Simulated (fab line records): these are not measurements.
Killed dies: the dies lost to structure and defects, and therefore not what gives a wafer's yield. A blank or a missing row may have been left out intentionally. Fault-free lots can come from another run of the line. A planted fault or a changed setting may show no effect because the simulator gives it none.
Matching of chambers + flow sky130 + 4 sister chambers for SKY_VIA2_ETCH_15 on rie diel-02
The step etches SiO2 in C4F8/O2/Ar, stops on TiN, target depth 546 nm, time 84 s. 14 wafers are shown with their chamber, then 7 later ones without.

== EACH WAFER AND ITS CHAMBER ==
| wafer  | chamber | oes product au (a.u.) |
|--------|---------|-----------------------|
| L075.1 | 2       | 0.942                 |
| L075.2 | 1       | 0.933                 |
| L075.6 | 1       | 0.938                 |
| L079.1 | 0       | 0.938                 |
| L079.3 | 2       | 0.938                 |
| L079.6 | 2       | 0.938                 |
| L083.1 | 0       | 0.939                 |
| L083.2 | 3       | 0.946                 |
| L083.5 | 2       | 0.944                 |
| L086.1 | 0       | 0.937                 |
| L086.4 | 1       | 0.939                 |
| L086.6 | 1       | 0.942                 |
| L091.1 | 0       | 0.943                 |
| L091.4 | 2       | 0.937                 |

SIGNATURES (averages over the wafers above)
| reading        | chamber 0 | chamber 1 | chamber 2 | chamber 3 | scatter within a chamber |
|----------------|-----------|-----------|-----------|-----------|--------------------------|
| oes product au | 0.93925   | 0.93800   | 0.93980   | 0.94600   | 0.00316                  |
Rule: a wafer lies at a distance from a chamber equal to the root of the sum of squares, over the readings, of (its reading less the chamber's mean, divided by the reading's scatter). The wafer belongs to the nearest chamber; if the next one is less than 2 further off, it can't be placed. The scatter: take each reading less its chamber's mean, square it, sum over the shown wafers, divide by the number of wafers less the number of chambers, and take the root.

== WAFERS WITH NO CHAMBER GIVEN ==
| wafer  | oes product au (a.u.) |
|--------|-----------------------|
| L091.5 | 0.935                 |
| L093.4 | 0.938                 |
| L093.5 | 0.935                 |
| L093.6 | 0.937                 |
| L096.2 | 0.935                 |
| L096.4 | 0.945                 |
| L096.6 | 0.946                 |

== WHICH CHAMBER EACH WENT THROUGH ==
| wafer  | from the rows above               | in truth |
|--------|-----------------------------------|----------|
| L091.5 | can't be placed: 1 or 0 or 2      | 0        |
| L093.4 | can't be placed: 1 or 0 or 2      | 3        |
| L093.5 | can't be placed: 1 or 0 or 2      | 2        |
| L093.6 | can't be placed: 1 or 0 or 2      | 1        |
| L096.2 | can't be placed: 1 or 0 or 2      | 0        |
| L096.4 | can't be placed: 3 or 2 or 0 or 1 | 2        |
| L096.6 | can't be placed: 3 or 2           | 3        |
Placed correctly: 0 of 7. Can't be placed from these rows: 7 (the true chamber is among the candidates in 6). Number placed wrongly: 0.
